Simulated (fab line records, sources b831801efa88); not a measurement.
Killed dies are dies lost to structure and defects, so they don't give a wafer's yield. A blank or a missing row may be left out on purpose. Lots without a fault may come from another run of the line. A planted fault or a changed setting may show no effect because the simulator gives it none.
A struck lot beside a sound one | flow sky130 | 14 steps out of a route of 708
Sound: wafers L150.2, L150.3, L150.4. Struck: wafers L149.1, L149.2, L149.3. The cause comes at the end.
At each step with rows: each side's tool, then ch and its chambers, then its first start. Under that, the readings that differ: sound wafers | struck wafers | difference of the means | sigmas: that difference in standard deviations of wafers without a fault.
alike: readings whose means differ by less than 2 such deviations, and words and numbers that are the same on both sides. not compared: withheld readings, readings that some wafer has no value for, bounds like >300 that may hide the same value, and numbers for which the record gives no deviation and whose values overlap.
The two part at a step that has a row with sigmas, a row that says differs or no value, or rows on one side only. Numbers that don't overlap but have no deviation are shown without sigmas and don't part them. A reading that every wafer of one side lacks parts them only if that side has two wafers or more.

first, 2 steps without rows for these wafers: SKY_NWELL_PEB_08; SKY_NWELL_DEVELOP_09 (develop time 60 s).
SKY_NWELL_OVL_MEAS_10:
  sound on overlay-01, day 7 22:21; struck on overlay-01, day 7 16:06
  alike: NWELL_00_OVL
then, 3 steps without rows for these wafers: SKY_NWELL_IMPLANT_11; SKY_NWELL_IMPLANT_12; SKY_NWELL_IMPLANT_13.
SKY_NWELL_STRIP_14: strips in O2/N2.
  sound on plasma_asher-04 ch 0,1, day 7 22:50; struck on plasma_asher-04 ch 0,1, day 7 16:35
  alike: chamber_pressure_mTorr, drypump_motor_current_A, o2_flow_sccm, oes_product_au, strip_time_to_endpoint_s
  not compared: rf_hours_counter_h
SKY_NWELL_TW_MEAS_15:
  sound on film_metro-03, day 7 22:56; struck on film_metro-03, day 7 16:41
  alike: NWELL_TW
then, 4 steps without rows for these wafers: SKY_NWELL_DEHYDRATE_16 (time 60 s); SKY_NWELL_HMDS_17 (prime time 60 s); SKY_NWELL_COAT_18 (resist thk 3000 nm); SKY_NWELL_SOFTBAKE_19.
SKY_NWELL_EXPOSE_20: exposes mask NWM COMPLEMENT, target cd 840 nm.
  sound on iline_stepper-01 ch 0, day 8 09:47; struck on iline_stepper-01, day 8 02:57
  no value came back on the struck wafers for exposure_dose_mJ_cm2, focus_offset_nm (nm); on the sound wafers exposure_dose_mJ_cm2 reads 260.05 260.06 259.82
  reading                       | sound             | struck               | difference | sigmas
  model.NWELL.overlay_y_nm (nm) | -1.04 -1.04 -1.04 | 0.5705 0.5705 0.5705 | +1.6105    |
  alike: mask
then, 1 step without rows for these wafers: SKY_NWELL_PEB_21.

WHERE THEY PART
Only at SKY_NWELL_EXPOSE_20, within this record.

WHY: what the simulator had put in
Skipped step whole: iline_stepper-01, from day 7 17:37 on, at SKY_NWELL_EXPOSE_20. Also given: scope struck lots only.
